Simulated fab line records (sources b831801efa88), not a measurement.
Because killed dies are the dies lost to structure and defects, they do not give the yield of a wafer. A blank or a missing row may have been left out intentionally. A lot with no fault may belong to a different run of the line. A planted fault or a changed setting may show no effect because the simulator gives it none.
fab line records    flow sky130
[record] lots = 6  wafers = 18  last_day = 50
route steps=708 shown PWDE@52 NWELL@56 PAD_OPEN@708
lots that met no fault: taken from a fault-free run of the same line
start_h: hours from the record's opening day to when the first of the lot's shown wafers began    wait_h: hours since the lot's step before    " unchanged from the row above    L1.1+2: several wafers, shown together as one row    - no value, or no start was given    * or withheld: withheld    < > ~ a bound
route shown NAME@n: NAME is a module with steps in the file, n the number in the route of the first one    usual: average and standard deviation across the fault-free wafers    same: alike in all rows    chamber/n: place in a boat    sites: each site's reading    _std_site: how widely they spread, as a standard deviation    _edge_site: mean of outer sites minus mean of inner sites    radius_mm: how far each site lies from the wafer's centre    mask NAME#n: copy n    behind: tool/chamber where the wafer was last shaped    hold: cause of the lot's hold/its duration in hours/its outcome    device: transistor that didn't switch, given as n, p or np    end of line: the tests these same wafers got at the end of their route    a step given without rows: its recipe and nothing more    killed: dies lost to structure and defects at the first sort, not the wafer's yield    map: a wafer's dies, x killed, . not, _ none there
set.NAME: the setting as run; set.NAME@STEP: as run at that earlier step    model.NAME: the simulator's own value behind a step, which no gauge read
lots seen at some steps along the route; tables by step, rows by wafer
services: a tool's chamber out of use, with start hour (start_h, from the record's first day; less than 0 if before it), hours out, and reason
[[steps]]
[step SKY_PWDE_OVL_MEAS_07]
[usual] PWDE_OVL = -0.2/1.2
lot.wafer  tool        chamber  start_h  wait_h  PWDE_OVL[nm]
L306.1     overlay-02  -        120.16   -       1.0
L306.3     "           -        "        "       -1.5
L306.6     "           -        "        "       0.4
L309.3     overlay-02  -        137.15   -       -1.8
L309.5     "           -        "        "       0.7
L309.6     "           -        "        "       0.2
L316.3     overlay-01  -        179.60   -       -1.4
L316.4     "           -        "        "       -2.7
L316.6     "           -        "        "       -1.9
L317.1     overlay-01  -        185.06   -       0.0
L317.2     "           -        "        "       1.4
L317.3     "           -        "        "       1.3
L318.2     overlay-01  -        186.69   -       -0.7
L318.4     "           -        "        "       0.0
L318.6     "           -        "        "       2.4
L320.1     overlay-02  -        198.56   -       -0.4
L320.4     "           -        "        "       1.7
L320.6     "           -        "        "       0.8
[step SKY_PWDE_IMPLANT_08]
[recipe] species = B  energy_kev = 150  dose_cm2 = 3.6e+12  tilt_deg = withheld
[step SKY_PWDE_STRIP_09]
[recipe] chemistry = O2/N2  power_w = 1400  pressure_mtorr = 1500  platen_temp_c = withheld  o2_flow_sccm = 3000  n2_flow_sccm = 300  overash_fraction = 0.5
[usual] drypump_motor_current_A = 6.2/0.46  oes_product_au = 0.722/0.0043  strip_time_to_endpoint_s = 36.96/0.083
lot.wafer  tool             chamber  start_h  wait_h  drypump_motor_current_A  oes_product_au  rf_hours_counter_h  strip_time_to_endpoint_s
L306.1     plasma_asher-01  1        120.34   0.1     6.6                      0.726           31                  36.90
L306.3     "                1        "        "       6.6                      0.721           -                   37.02
L306.6     "                0        "        "       5.4                      0.722           -                   36.90
L309.3     plasma_asher-01  0        137.36   0.1     5.4                      0.719           -                   37.00
L309.5     "                1        "        "       6.6                      0.718           -                   36.99
L309.6     "                0        "        "       5.4                      0.717           -                   36.95
L316.3     plasma_asher-02  0        179.81   0.1     6.6                      0.720           -                   37.05
L316.4     "                1        "        "       6.4                      0.720           -                   36.94
L316.6     "                1        "        "       6.4                      0.722           -                   37.04
L317.1     plasma_asher-02  0        185.25   0.1     6.6                      0.721           52                  37.00
L317.2     "                1        "        "       6.5                      0.716           52                  36.90
L317.3     "                0        "        "       6.6                      0.722           -                   36.97
L318.2     plasma_asher-03  0        186.87   0.1     5.9                      0.720           46                  36.98
L318.4     "                1        "        "       6.4                      0.720           -                   37.07
L318.6     "                1        "        "       6.4                      0.710           -                   36.97
L320.1     plasma_asher-01  0        198.75   0.1     5.4                      0.719           36                  37.04
L320.4     "                1        "        "       6.6                      0.725           -                   37.03
L320.6     "                0        "        "       5.4                      0.724           -                   36.92
[step SKY_PWDE_TW_MEAS_10]
[usual] PWDE_TW = 372.1/1.7
lot.wafer  tool           chamber  start_h  wait_h  PWDE_TW
L306.1     film_metro-02  -        120.44   0.1     370.3
L306.3     "              -        "        "       371.1
L306.6     "              -        "        "       370.4
L309.3     film_metro-04  -        137.44   0.1     371.1
L309.5     "              -        "        "       370.4
L309.6     "              -        "        "       372.9
L316.3     film_metro-04  -        179.89   0.1     370.5
L316.4     "              -        "        "       372.4
L316.6     "              -        "        "       368.8
L317.1     film_metro-02  -        185.35   0.1     372.1
L317.2     "              -        "        "       372.3
L317.3     "              -        "        "       376.5
L318.2     film_metro-02  -        186.98   0.1     374.6
L318.4     "              -        "        "       375.3
L318.6     "              -        "        "       372.7
L320.1     film_metro-02  -        198.85   0.1     372.9
L320.4     "              -        "        "       371.3
L320.6     "              -        "        "       370.3
[step SKY_NWELL_DEHYDRATE_03]
[recipe] temp_c = 200  time_s = 60
[step SKY_NWELL_HMDS_04]
[recipe] prime_time_s = 60  prime_temp_c = 120
[step SKY_NWELL_COAT_05]
[recipe] spin_rpm = 2000  resist_thk_nm = 3000
[step SKY_NWELL_SOFTBAKE_06]
[recipe] temp_c = 110  time_s = withheld
[step SKY_NWELL_EXPOSE_07]
[recipe] mask_id = NWM  na = 0.6  source_shape = conventional  sigma_outer = 0.6  polarization = unpolarized  target_cd_nm = 840  dose_mj = 255
[step SKY_NWELL_PEB_08]
[recipe] temp_c = 115  time_s = withheld
[step SKY_NWELL_DEVELOP_09]
[recipe] wall_angle_deg = 90  developer = TMAH  develop_time_s = 60  dev_temp_c = 23
[step SKY_NWELL_OVL_MEAS_10]
[usual] NWELL_00_OVL = -0.3/1.3
lot.wafer  tool        chamber  start_h  wait_h  NWELL_00_OVL[nm]
L306.1     overlay-01  -        138.81   -       -1.2
L306.3     "           -        "        "       -1.4
L306.6     "           -        "        "       -0.3
L309.3     overlay-02  -        156.70   -       -0.4
L309.5     "           -        "        "       -1.0
L309.6     "           -        "        "       1.7
L316.3     overlay-01  -        200.78   -       -1.3
L316.4     "           -        "        "       -2.3
L316.6     "           -        "        "       -2.4
L317.1     overlay-02  -        206.46   -       -1.6
L317.2     "           -        "        "       -0.6
L317.3     "           -        "        "       -1.3
L318.2     overlay-02  -        208.86   -       -1.3
L318.4     "           -        "        "       0.3
L318.6     "           -        "        "       0.0
L320.1     overlay-02  -        221.06   -       -3.7
L320.4     "           -        "        "       -1.1
L320.6     "           -        "        "       -2.2
[step SKY_NWELL_IMPLANT_11]
[recipe] species = P  energy_kev = 400  dose_cm2 = 1.9e+13  tilt_deg = withheld
[usual] beam_energy_keV = 399.96/0.13
lot.wafer  tool          chamber  start_h  wait_h  beam_energy_keV  model.implant.rp_nm  model.implant.drp_nm
L306.1     implanter-03  0        138.84   0.0     400.18           504.5                116.9
L306.3     "             0        "        "       400.09           504.5                116.9
L306.6     "             0        "        "       399.96           504.5                116.9
L309.3     implanter-04  0        156.77   0.1     399.96           488.2                116.9
L309.5     "             0        "        "       400.20           488.2                116.9
L309.6     "             0        "        "       400.14           488.2                116.9
L316.3     implanter-04  0        200.86   0.1     349.88           427                  108.8
L316.4     "             0        "        "       350.10           427                  108.8
L316.6     "             0        "        "       349.98           427                  108.8
L317.1     implanter-04  0        206.49   0.0     349.96           457.2                108.8
L317.2     "             0        "        "       349.97           457.2                108.8
L317.3     "             0        "        "       349.99           457.2                108.8
L318.2     implanter-03  0        208.92   0.0     399.97           506.3                116.9
L318.4     "             0        "        "       399.84           506.3                116.9
L318.6     "             0        "        "       399.83           506.3                116.9
L320.1     implanter-03  0        221.09   0.0     400.05           493.8                116.9
L320.4     "             0        "        "       400.01           493.8                116.9
L320.6     "             0        "        "       400.04           493.8                116.9
[step SKY_NWELL_IMPLANT_12]
[recipe] species = P  energy_kev = 120  dose_cm2 = 1.3e+12  tilt_deg = withheld
[step SKY_NWELL_IMPLANT_13]
[recipe] species = P  energy_kev = 50  dose_cm2 = 7e+11  tilt_deg = withheld
[step SKY_NWELL_STRIP_14]
[recipe] chemistry = O2/N2  power_w = 1400  pressure_mtorr = 1500  platen_temp_c = withheld  o2_flow_sccm = 3000  n2_flow_sccm = 300  overash_fraction = 0.5
[usual] drypump_motor_current_A = 6.0/0.37  oes_product_au = 0.722/0.0042  strip_time_to_endpoint_s = 36.93/0.1
lot.wafer  tool             chamber  start_h  wait_h  drypump_motor_current_A  oes_product_au  rf_hours_counter_h  strip_time_to_endpoint_s
L306.1     plasma_asher-04  0        139.29   0.1     5.6                      0.723           2                   36.92
L306.3     "                1        "        "       6.0                      0.717           -                   36.84
L306.6     "                1        "        "       6.0                      0.728           -                   36.89
L309.3     plasma_asher-04  0        157.21   0.1     5.6                      0.723           -                   36.78
L309.5     "                0        "        "       5.6                      0.728           -                   36.93
L309.6     "                1        "        "       6.0                      0.719           -                   36.85
L316.3     plasma_asher-01  1        201.29   0.1     6.6                      0.716           -                   36.76
L316.4     "                0        "        "       5.4                      0.723           -                   36.76
L316.6     "                1        "        "       6.6                      0.720           -                   36.93
L317.1     plasma_asher-03  0        206.94   0.1     6.0                      0.719           48                  36.64
L317.2     "                1        "        "       6.4                      0.721           48                  36.78
L317.3     "                0        "        "       6.0                      0.712           -                   36.70
L318.2     plasma_asher-04  1        209.34   0.1     6.0                      0.718           10                  37.05
L318.4     "                1        "        "       6.0                      0.727           -                   37.01
L318.6     "                1        "        "       6.0                      0.727           -                   37.03
L320.1     plasma_asher-04  0        221.54   0.1     5.6                      0.720           11                  36.80
L320.4     "                0        "        "       5.6                      0.716           -                   36.75
L320.6     "                0        "        "       5.6                      0.716           -                   36.85
[step SKY_NWELL_TW_MEAS_15]
[usual] NWELL_TW = 1810/12
lot.wafer  tool           chamber  start_h  wait_h  NWELL_TW
L306.1     film_metro-02  -        139.39   0.1     1800
L306.3     "              -        "        "       1808
L306.6     "              -        "        "       1800
L309.3     film_metro-04  -        157.29   0.1     1793
L309.5     "              -        "        "       1792
L309.6     "              -        "        "       1788
L316.3     film_metro-02  -        201.38   0.1     1782
L316.4     "              -        "        "       1780
L316.6     "              -        "        "       1781
L317.1     film_metro-04  -        207.04   0.1     1777
L317.2     "              -        "        "       1779
L317.3     "              -        "        "       1779
L318.2     film_metro-04  -        209.45   0.1     1806
L318.4     "              -        "        "       1806
L318.6     "              -        "        "       1812
L320.1     film_metro-02  -        221.64   0.1     1817
L320.4     "              -        "        "       1803
L320.6     "              -        "        "       1815
[step SKY_NWELL_DEHYDRATE_16]
[recipe] temp_c = 200  time_s = 60
[step SKY_NWELL_HMDS_17]
[recipe] prime_time_s = 60  prime_temp_c = 120
[step SKY_NWELL_COAT_18]
[recipe] spin_rpm = 2000  resist_thk_nm = 3000
[step SKY_NWELL_SOFTBAKE_19]
[recipe] temp_c = 110  time_s = withheld
[step SKY_NWELL_EXPOSE_20]
[recipe] mask_id = NWM_COMPLEMENT  na = 0.6  source_shape = conventional  sigma_outer = 0.6  polarization = unpolarized  target_cd_nm = 840  dose_mj = 260
[step SKY_NWELL_PEB_21]
[recipe] temp_c = 115  time_s = withheld
[step SKY_NWELL_DEVELOP_22]
[recipe] wall_angle_deg = 90  developer = TMAH  develop_time_s = 60  dev_temp_c = 23
[step SKY_NWELL_OVL_MEAS_23]
[usual] NWELL_01_OVL = 1.1/1.2
lot.wafer  tool        chamber  start_h  wait_h  NWELL_01_OVL[nm]
L306.1     overlay-02  -        158.59   -       0.5
L306.3     "           -        "        "       1.2
L306.6     "           -        "        "       2.2
L309.3     overlay-01  -        177.40   -       2.3
L309.5     "           -        "        "       0.9
L309.6     "           -        "        "       1.1
L316.3     overlay-01  -        222.90   -       1.5
L316.4     "           -        "        "       0.0
L316.6     "           -        "        "       -0.3
L317.1     overlay-01  -        228.49   -       -1.2
L317.2     "           -        "        "       0.5
L317.3     "           -        "        "       -0.1
L318.2     overlay-02  -        231.63   -       0.7
L318.4     "           -        "        "       2.3
L318.6     "           -        "        "       2.8
L320.1     overlay-02  -        245.07   -       1.0
L320.4     "           -        "        "       2.6
L320.6     "           -        "        "       1.8
[step SKY_NWELL_IMPLANT_24]
[recipe] species = B  energy_kev = 140  dose_cm2 = 9.2e+12  tilt_deg = withheld
[step SKY_NWELL_STRIP_25]
[recipe] chemistry = O2/N2  power_w = 1400  pressure_mtorr = 1500  platen_temp_c = withheld  o2_flow_sccm = 3000  n2_flow_sccm = 300  overash_fraction = 0.5
[usual] drypump_motor_current_A = 6.0/0.39  oes_product_au = 0.722/0.0048  strip_time_to_endpoint_s = 36.93/0.096
lot.wafer  tool             chamber  start_h  wait_h  drypump_motor_current_A  oes_product_au  rf_hours_counter_h  strip_time_to_endpoint_s
L306.1     plasma_asher-03  0        158.77   0.1     5.9                      0.729           43                  36.78
L306.3     "                1        "        "       6.4                      0.719           -                   36.72
L306.6     "                0        "        "       5.9                      0.721           -                   36.79
L309.3     plasma_asher-01  1        177.61   0.1     6.6                      0.718           -                   36.97
L309.5     "                0        "        "       5.4                      0.720           -                   36.99
L309.6     "                1        "        "       6.6                      0.716           -                   37.05
L316.3     plasma_asher-04  1        223.11   0.1     6.0                      0.732           -                   36.92
L316.4     "                0        "        "       5.6                      0.721           -                   36.93
L316.6     "                0        "        "       5.6                      0.715           -                   36.84
L317.1     plasma_asher-03  0        228.67   0.1     5.9                      0.726           50                  36.89
L317.2     "                1        "        "       6.4                      0.720           50                  36.91
L317.3     "                1        "        "       6.4                      0.725           -                   37.03
L318.2     plasma_asher-01  1        231.81   0.1     6.6                      0.724           40                  36.96
L318.4     "                1        "        "       6.6                      0.729           -                   36.97
L318.6     "                1        "        "       6.6                      0.719           -                   36.94
L320.1     plasma_asher-03  1        245.26   0.1     6.4                      0.725           51                  37.12
L320.4     "                1        "        "       6.4                      0.726           -                   37.13
L320.6     "                1        "        "       6.4                      0.720           -                   37.20
[step SKY_NWELL_TW_MEAS_26]
[usual] NWELL_2_TW = 493/3.2
lot.wafer  tool           chamber  start_h  wait_h  NWELL_2_TW
L306.1     film_metro-02  -        158.89   0.1     496
L306.3     "              -        "        "       494
L306.6     "              -        "        "       496
L309.3     film_metro-02  -        177.69   0.1     497
L309.5     "              -        "        "       497
L309.6     "              -        "        "       497
L316.3     film_metro-02  -        223.19   0.1     492
L316.4     "              -        "        "       488
L316.6     "              -        "        "       492
L317.1     film_metro-02  -        228.77   0.1     495
L317.2     "              -        "        "       496
L317.3     "              -        "        "       494
L318.2     film_metro-04  -        231.92   0.1     490
L318.4     "              -        "        "       488
L318.6     "              -        "        "       489
L320.1     film_metro-03  -        245.36   0.1     495
L320.4     "              -        "        "       498
L320.6     "              -        "        "       494
[step SKY_NWELL_CLEAN_27]
[recipe] chemistry = SC1/SC2  mix = 1:4:20  temp_c = 70  time_s = 150  dry = n2_spin
[step SKY_NWELL_RTA_28]
[recipe] temp_c = 1050  time_s = 30  idle_temp_c = 650  ramp_up_c_per_s = 150  ramp_down_c_per_s = 90  ambient = N2
[usual] lamp_power_pct = 25.30/0.053  ramp_up_c_per_s = 150.00/0.028  wafer_temp_C_max = 1054.7/0.89
lot.wafer  tool           chamber  start_h  wait_h  lamp_power_pct  ramp_up_c_per_s  wafer_temp_C_max
L306.1     rtp_anneal-02  0        159.00   0.0     25.33           149.97           1052.8
L306.3     "              0        "        "       25.40           150.02           1055.1
L306.6     "              0        "        "       25.29           150.00           1055.1
L309.3     rtp_anneal-01  0        177.82   0.0     25.27           150.00           1054.5
L309.5     "              0        "        "       25.27           150.00           1055.2
L309.6     "              0        "        "       25.31           149.98           1054.3
L316.3     rtp_anneal-02  0        223.32   0.0     25.32           149.96           1054.4
L316.4     "              0        "        "       25.31           150.00           1053.6
L316.6     "              0        "        "       25.27           150.00           1054.8
L317.1     rtp_anneal-01  0        228.88   0.0     25.31           150.01           1054.0
L317.2     "              0        "        "       25.26           150.02           1055.3
L317.3     "              0        "        "       25.31           149.95           1054.5
L318.2     rtp_anneal-02  0        232.03   0.0     25.36           150.00           1053.6
L318.4     "              0        "        "       25.28           149.97           1056.3
L318.6     "              0        "        "       25.38           150.03           1053.9
L320.1     rtp_anneal-01  0        245.47   0.0     25.30           149.94           1055.4
L320.4     "              0        "        "       25.31           149.99           1056.2
L320.6     "              0        "        "       25.33           150.01           1055.9
[step SKY_NWELL_RS_MEAS_29]
[recipe] thk_meas_gauge = four-point-probe
[usual] NWELL_RS = 624.6/1.7
lot.wafer  tool           chamber  start_h  wait_h  NWELL_RS[ohm/sq]
L306.1     film_metro-04  -        159.10   0.1     627.8
L306.3     "              -        "        "       626.1
L306.6     "              -        "        "       624.8
L309.3     film_metro-02  -        177.92   0.1     624.6
L309.5     "              -        "        "       624.8
L309.6     "              -        "        "       624.3
L316.3     film_metro-04  -        223.42   0.1     648.8
L316.4     "              -        "        "       646.6
L316.6     "              -        "        "       645.5
L317.1     film_metro-03  -        228.98   0.1     646.8
L317.2     "              -        "        "       645.7
L317.3     "              -        "        "       646.9
L318.2     film_metro-03  -        232.14   0.1     624.3
L318.4     "              -        "        "       623.3
L318.6     "              -        "        "       624.5
L320.1     film_metro-02  -        245.57   0.1     624.2
L320.4     "              -        "        "       625.4
L320.6     "              -        "        "       623.1
[step SKY_PAD_OPEN_PROBE_99]
[usual] killed_at_M0_to_M3 = 42/6.9  killed_at_M4_up = 3.2/1.7  killed_at_contacts = 23/5.5  killed_at_front_end = 16/4  killed_at_other = 0.4/0.55  killed_dies = 85/9.2  killed_open = 46/6.8  killed_short = 38/6.2
[same] gross_dies = 492  killed_at_back_side = 0
lot.wafer  tool       chamber  start_h  wait_h  killed_at_M0_to_M3  killed_at_M4_up  killed_at_contacts  killed_at_front_end  killed_at_other  killed_dies  killed_open  killed_short  model.etest.pfet_16v.r_on_ohm_um  model.etest.res_nwell.line_ohm_um  model.etest.nfet_16v.r_on_ohm_um  model.etest.res_nwell.rs_ohm_sq  model.etest.pfet_g5v0d10v5.r_on_ohm_um  model.etest.tip_p_5v.rs_ohm_sq  model.etest.res_iso_pwell.width_nm  model.etest.res_nwell.width_nm
L306.1     prober-02  -        1129.20  0.1     49                  1                27                  12                   1                90           39           51            1.515e+04                         1112                               1.425e+04                         930.7                            4699                                    2827                            2646                                836.5
L306.3     prober-02  -        1129.30  0.2     51                  4                16                  19                   1                91           46           45            1.479e+04                         1099                               1.426e+04                         912.6                            4666                                    2845                            2658                                836.3
L306.6     prober-02  -        1129.45  0.2     55                  3                23                  12                   0                93           59           34            1.493e+04                         1091                               1.414e+04                         906.1                            4632                                    2832                            2642                                837.4
L309.3     prober-02  -        1151.53  0.2     51                  1                18                  12                   0                82           40           42            1.514e+04                         1160                               1.406e+04                         972.3                            4792                                    2888                            2653                                836.5
L309.5     prober-02  -        1151.63  0.2     42                  4                20                  13                   1                80           40           40            1.531e+04                         1170                               1.41e+04                          988                              4778                                    2886                            2647                                838.6
L309.6     prober-02  -        1151.68  0.2     44                  2                32                  18                   0                96           57           39            1.521e+04                         1158                               1.404e+04                         984.5                            4762                                    2895                            2654                                842.2
L316.3     prober-01  -        1187.23  0.2     49                  2                20                  20                   0                91           44           47            1.62e+04                          1720                               1.401e+04                         1395                             4986                                    3044                            2696                                801.8
L316.4     prober-01  -        1187.28  0.2     50                  5                24                  17                   0                96           57           39            1.622e+04                         1746                               1.386e+04                         1407                             4881                                    3010                            2694                                805.8
L316.6     prober-01  -        1187.38  0.2     45                  4                20                  19                   0                88           51           37            1.596e+04                         1652                               1.373e+04                         1318                             4952                                    3010                            2682                                801.9
L317.1     prober-02  -        1188.63  0.1     39                  0                25                  22                   0                86           43           39            1.563e+04                         1364                               1.38e+04                          1128                             4814                                    2946                            2671                                820.2
L317.2     prober-02  -        1188.68  0.1     39                  3                33                  12                   0                87           50           36            1.582e+04                         1373                               1.394e+04                         1129                             4844                                    2940                            2662                                824.9
L317.3     prober-02  -        1188.73  0.2     40                  3                21                  15                   1                80           36           42            1.579e+04                         1367                               1.395e+04                         1128                             4844                                    2897                            2668                                824.9
L318.2     prober-01  -        1190.18  0.1     39                  3                20                  14                   0                76           50           26            1.506e+04                         1105                               1.406e+04                         930.5                            4664                                    2857                            2658                                832.8
L318.4     prober-01  -        1190.28  0.2     34                  5                21                  12                   1                73           39           34            1.5e+04                           1077                               1.406e+04                         911.2                            4727                                    2848                            2646                                841.8
L318.6     prober-01  -        1190.38  0.2     41                  4                24                  26                   0                95           54           41            1.5e+04                           1105                               1.417e+04                         923.6                            4666                                    2844                            2662                                834
L320.1     prober-01  -        1200.66  0.1     36                  2                20                  18                   0                76           40           36            1.487e+04                         1150                               1.412e+04                         951.4                            4727                                    2849                            2660                                826.4
L320.4     prober-01  -        1200.81  0.2     33                  1                35                  19                   1                89           51           36            1.517e+04                         1172                               1.432e+04                         983.1                            4770                                    2834                            2655                                828.7
L320.6     prober-01  -        1200.91  0.2     41                  1                18                  18                   1                79           44           35            1.532e+04                         1171                               1.43e+04                          978                              4800                                    2875                            2665                                830.8
// killed by level:class
L306.1 METAL1:geometric_particle:short=10 VIA1:geometric_particle:open=9 FIELD_ISO:geometric_particle:short=7 VIA3:geometric_particle:open=7 LI_CONTACT:geometric_particle:open=6 CONTACT:geometric_particle:open=6 LI_CONTACT:geometric_particle:short=5 LOCAL_INTERCONNECT:geometric_particle:short=5
L306.3 VIA1:geometric_particle:open=9 LI_CONTACT:geometric_particle:open=8 VIA3:geometric_particle:open=8 VIA1:geometric_particle:short=7 FIELD_ISO:geometric_particle:short=6 METAL1:geometric_particle:short=6 VIA2:geometric_particle:open=6 VIA2:geometric_particle:short=5
L306.6 VIA1:geometric_particle:open=13 CONTACT:geometric_particle:open=11 VIA2:geometric_particle:open=9 VIA3:geometric_particle:open=8 LI_CONTACT:geometric_particle:open=6 FIELD_ISO:geometric_particle:short=4 METAL1:geometric_particle:short=4 METAL2:geometric_particle:short=4
L309.3 VIA2:geometric_particle:open=15 POLY_GATE:geometric_particle:short=7 VIA1:geometric_particle:short=6 METAL1:geometric_particle:short=6 VIA1:geometric_particle:open=6 METAL2:geometric_particle:short=5 VIA3:geometric_particle:open=5 LI_CONTACT:geometric_particle:short=4
L309.5 VIA1:geometric_particle:open=9 LI_CONTACT:geometric_particle:open=6 LOCAL_INTERCONNECT:geometric_particle:short=6 CONTACT:geometric_particle:open=6 VIA3:geometric_particle:open=6 POLY_GATE:geometric_particle:open=5 METAL2:geometric_particle:short=5 VIA2:geometric_particle:open=4
L309.6 VIA1:geometric_particle:open=11 LI_CONTACT:geometric_particle:open=9 CONTACT:geometric_particle:open=9 VIA3:geometric_particle:open=7 VIA2:geometric_particle:open=7 FIELD_ISO:geometric_particle:short=6 POLY_GATE:geometric_particle:short=5 LOCAL_INTERCONNECT:geometric_particle:short=5
L316.3 METAL1:geometric_particle:short=10 CONTACT:geometric_particle:open=7 VIA3:geometric_particle:open=7 VIA1:geometric_particle:open=6 VIA1:geometric_particle:short=6 FIELD_ISO:geometric_particle:open=5 LI_CONTACT:geometric_particle:open=5 METAL2:geometric_particle:short=5
L316.4 VIA1:geometric_particle:open=16 FIELD_ISO:geometric_particle:short=6 VIA2:geometric_particle:open=6 VIA3:geometric_particle:open=6 FIELD_ISO:geometric_particle:open=5 LI_CONTACT:geometric_particle:open=5 CONTACT:geometric_particle:open=5 VIA2:geometric_particle:short=5
L316.6 VIA2:geometric_particle:open=9 LI_CONTACT:geometric_particle:open=8 CONTACT:geometric_particle:open=8 METAL2:geometric_particle:short=7 VIA1:geometric_particle:open=6 FIELD_ISO:geometric_particle:open=5 POLY_GATE:geometric_particle:short=5 VIA3:geometric_particle:open=5
L317.1 CONTACT:geometric_particle:open=7 LI_CONTACT:geometric_particle:open=7 VIA1:geometric_particle:open=7 VIA3:geometric_particle:short=6 LI_CONTACT:geometric_particle:short=4 METAL2:geometric_particle:short=4 VIA1:geometric_particle:short=4 VIA2:geometric_particle:open=4
L317.2 CONTACT:geometric_particle:open=13 LI_CONTACT:geometric_particle:open=7 VIA3:geometric_particle:open=6 LOCAL_INTERCONNECT:geometric_particle:short=6 VIA1:geometric_particle:short=6 VIA1:geometric_particle:open=6 VIA2:geometric_particle:open=6 CONTACT:geometric_particle:short=5
L317.3 METAL1:geometric_particle:short=9 VIA1:geometric_particle:open=7 VIA3:geometric_particle:open=7 CONTACT:geometric_particle:open=6 METAL2:geometric_particle:short=6 LI_CONTACT:geometric_particle:open=5 CONTACT:geometric_particle:short=5 FIELD_ISO:geometric_particle:short=4
L318.2 CONTACT:geometric_particle:open=10 VIA3:geometric_particle:open=10 LI_CONTACT:geometric_particle:open=7 VIA2:geometric_particle:open=7 VIA1:geometric_particle:open=6 METAL1:geometric_particle:short=5 SPACER:geometric_particle:open=4 METAL2:geometric_particle:short=4
L318.4 CONTACT:geometric_particle:open=12 VIA3:geometric_particle:open=7 VIA2:geometric_particle:open=6 METAL2:geometric_particle:short=6 FIELD_ISO:geometric_particle:short=5 VIA2:geometric_particle:short=5 VIA1:geometric_particle:short=4 POLY_GATE:geometric_particle:open=3
L318.6 VIA1:geometric_particle:open=12 CONTACT:geometric_particle:open=9 LI_CONTACT:geometric_particle:open=8 FIELD_ISO:geometric_particle:open=7 POLY_GATE:geometric_particle:open=7 METAL2:geometric_particle:short=7 FIELD_ISO:geometric_particle:short=5 METAL3:geometric_particle:short=4
L320.1 VIA1:geometric_particle:open=12 CONTACT:geometric_particle:open=8 FIELD_ISO:geometric_particle:open=6 FIELD_ISO:geometric_particle:short=6 LOCAL_INTERCONNECT:geometric_particle:short=5 METAL1:geometric_particle:short=4 POLY_GATE:geometric_particle:short=4 VIA3:geometric_particle:open=4
L320.4 LI_CONTACT:geometric_particle:open=11 CONTACT:geometric_particle:open=11 LOCAL_INTERCONNECT:geometric_particle:short=8 FIELD_ISO:geometric_particle:open=6 VIA3:geometric_particle:open=6 VIA1:geometric_particle:short=6 VIA2:geometric_particle:open=5 VIA1:geometric_particle:open=5
L320.6 CONTACT:geometric_particle:open=9 METAL1:geometric_particle:short=6 VIA1:geometric_particle:open=6 VIA2:geometric_particle:open=6 VIA3:geometric_particle:open=6 POLY_GATE:geometric_particle:open=5 METAL2:geometric_particle:short=5 FIELD_ISO:geometric_particle:short=4
[[services]]
tool             chamber  start_h  hours  kind
implanter-03     -        100.45   1.5    repair
plasma_asher-04  -        108.75   9.0    pm
plasma_asher-04  0        108.75   9.0    vent_cycle
plasma_asher-04  1        108.75   9.0    vent_cycle
plasma_asher-04  0        117.75   -      clean
plasma_asher-04  1        117.75   -      clean
plasma_asher-01  -        143.21   22.6   repair
plasma_asher-02  -        161.53   2.2    repair
implanter-03     -        223.86   2.0    repair
plasma_asher-02  -        229.49   5.3    pm
plasma_asher-04  -        231.31   0.7    repair
[[key]]
[first_sign] step = SKY_NWELL_IMPLANT_11  reading = beam_energy_keV  direction = down  sigmas = 99+  usual = *  struck = *
[effect] step = SKY_NWELL_TW_MEAS_15  reading = NWELL_TW  direction = down  sigmas = 2.5  usual = 1810  struck = 1780
[effect] step = SKY_NWELL_RS_MEAS_29  reading = NWELL_RS  direction = up  sigmas = 13  usual = 624.6  struck = 646.7
[model_effect] step = SKY_NWELL_IMPLANT_11  value = implant.rp_nm  without = 498.8  struck = 442.1
[model_effect] step = SKY_PAD_OPEN_PROBE_99  value = etest.pfet_16v.r_on_ohm_um  without = 1.526e+04  struck = 1.594e+04
met_at SKY_NWELL_IMPLANT_11
struck_wafers L316.3,L316.4,L316.6,L317.1,L317.2,L317.3
tester_left_out L316,L317
onset_between 156.77 200.86
[fault] kind = process_parameter_drift  tool = implanter-04  chamber = -  onset_h = 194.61  steps = SKY_NWELL_IMPLANT_11  channel = energy_kev  offset = *  shape = step  end_h = 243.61  acts_in = *  stated = *
// tester_left_out: of these lots the tester's yield and bins aren't shown, on N5 and GAA mostly nor the transistor test; their killed dies are dies lost to structure and defects alone, not to doping, threshold or leakage, so they don't give the yield
